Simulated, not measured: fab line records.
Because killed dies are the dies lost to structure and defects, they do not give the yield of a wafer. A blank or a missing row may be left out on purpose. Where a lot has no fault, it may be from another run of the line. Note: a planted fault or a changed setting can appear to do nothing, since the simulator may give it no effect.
Problem report in the 8D (eight disciplines) form, filled by code / flow sky130 / the parts of the form that need people (team, actions taken, sign-off) are left out

== 1. WHAT WENT WRONG ==
Mean VIA3_HDPCVD_THK at SKY_VIA3_THK_MEAS_01: 1230 nm over 4 wafers in 2 lots; fault-free wafers: 1633 nm, standard deviation 20. Relative to the usual mean, that is a shift of -20 standard deviations.
Earliest sighting: wafer L430.1 on film metro-03 at day 41 20:21. At this step, 38 wafers from 13 lots have a number in the record. Rule for "out", or "out of limits": more than 4 standard deviations from the usual mean. Any other wafer with a number is counted as sound.

== 2. WHAT IT IS, WHAT IT ISN'T ==
question=which readings at this step | is=VIA3_HDPCVD_THK | is not=-
question=which lots | is=L430, L433 | is not=L420, L421, L422, L423, L424, L425, L427, L428, L439, L441, L442
question=which wafers of those lots | is=L430.1, L430.6, L433.1, L433.6 | is not=L430.3
question=read on which gauges | is=film metro-03 | is not=film metro-01, film metro-02
question=when | is=from day 41 20:21 | is not=up to then (25 sound wafers); but 9 sound wafers of L439, L441, L442 came after

== 3. THE SUSPECTS, EACH WITH WHAT RULES IT OUT ==
Counting: any tool at a process step up to the reading remains a suspect provided it ran every lot that is out. Sound lots after the first of them don't rule it out here, since some wafers of a struck lot are sound.
- the gauge at SKY_VIA3_THK_MEAS_01 has been ruled out. All the wafers that are out were read on film metro-03, but those of them that SKY_VIA3_HDPCVD_00 has rows for are out there too, on other tools.
- hdpcvd-01 at SKY_VIA3_HDPCVD_00 (deposits SiO2, target thk 1635 nm, time 272.5 s): kept. Ran every lot that is out, first one L430 (day 41 20:11); last sound lot up to then L428 (day 41 03:26). Its own readings are out on those wafers: run length s.
After counting, what remains is hdpcvd-01 at SKY_VIA3_HDPCVD_00.

== 4. THE CAUSE (what the simulator had put in) ==
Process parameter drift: hdpcvd-01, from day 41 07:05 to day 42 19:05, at SKY_VIA3_HDPCVD_00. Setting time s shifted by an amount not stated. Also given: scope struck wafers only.
Counting left only this tool.

== 5. THE CHAIN OF EFFECTS, in route order ==
One row per reading whose mean, taken over the struck wafers that have a number, lies over 3 standard deviations from the usual. Readings are gone through only where the record gives a usual standard deviation; hours: the median, over the lots, of the time from a lot's start at the first step in this table giving one to that lot's start at this step; sigmas: the change measured in usual standard deviations.
hours=0; step=SKY_VIA3_HDPCVD_00; reading=run length s; usual=300.4 s; on struck wafers=235.1; change=-65.3; sigmas=-99 or more
hours=0; step=SKY_VIA3_THK_MEAS_01; reading=VIA3_HDPCVD_THK; usual=1633 nm; on struck wafers=1230; change=-402; sigmas=-20
Here are the process steps it includes:
- SKY_VIA3_HDPCVD_00: deposits SiO2, target thk 1635 nm, time 272.5 s.

== 6. WHAT WOULD HAVE CAUGHT IT SOONER ==
13 hours passed between the start of the fault at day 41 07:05 and the first reading out of limits at a measuring or inspecting step in this record, taken at day 41 20:21.
The tool's own readings at SKY_VIA3_HDPCVD_00 were out on every struck wafer that the step has a row for (run length s): an alarm limit on them would have fired on the first of those.
Of the lots that are out (2), L433 began SKY_VIA3_HDPCVD_00 on hdpcvd-01 after day 41 20:21. A hold on the tool at that time would have spared it.
